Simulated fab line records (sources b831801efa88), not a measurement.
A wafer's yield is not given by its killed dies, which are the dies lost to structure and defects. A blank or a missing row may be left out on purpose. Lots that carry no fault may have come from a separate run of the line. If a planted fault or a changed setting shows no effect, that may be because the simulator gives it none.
Matching of chambers + flow gf180mcu + GF_V3_ETCH_16 on rie diel-01: 4 sister chambers
The step etches BARC in N2/H2. 4 wafers are shown with their chamber, then 10 later ones without.

== WAFERS WITH THEIR CHAMBER ==
| wafer  | chamber | drypump motor current A (A) |
|--------|---------|-----------------------------|
| L084.3 | 1       | 5.6                         |
| L085.1 | 0       | 6.5                         |
| L089.2 | 3       | 5.5                         |
| L089.3 | 2       | 5.7                         |

== WAFERS WHOSE CHAMBER IS MISSING ==
| wafer  | drypump motor current A (A) |
|--------|-----------------------------|
| L089.6 | 6.5                         |
| L090.1 | 5.7                         |
| L090.4 | 6.5                         |
| L090.6 | 5.5                         |
| L096.1 | 5.7                         |
| L096.4 | 5.8                         |
| L096.6 | 5.5                         |
| L097.4 | 5.7                         |
| L097.5 | 5.5                         |
| L097.6 | 5.6                         |

== EACH ONE'S CHAMBER ==
| wafer  | from the rows above | in truth |
|--------|---------------------|----------|
| L089.6 | 0                   | 0        |
| L090.1 | 2                   | 2        |
| L090.4 | 0                   | 0        |
| L090.6 | 3                   | 3        |
| L096.1 | 2                   | 2        |
| L096.4 | 2                   | 2        |
| L096.6 | 3                   | 3        |
| L097.4 | 2                   | 2        |
| L097.5 | 3                   | 3        |
| L097.6 | 1                   | 1        |
Placed correctly: 10 of 10. Left unplaced by these rows: 0. 0 placed wrongly.
How it was worked out, from the rows above alone: a wafer's distance from a chamber is the root of the sum, over the readings, of the square of ((its reading less the chamber's mean) divided by the reading's scatter). The wafer belongs to the nearest chamber; if the next one is less than 2 further off, it can't be placed. For every chamber, the mean is computed from those of its wafers that are shown. The scatter: with one shown wafer a chamber, the root of the mean of the squares of how far each hidden wafer lies from its nearest shown one.
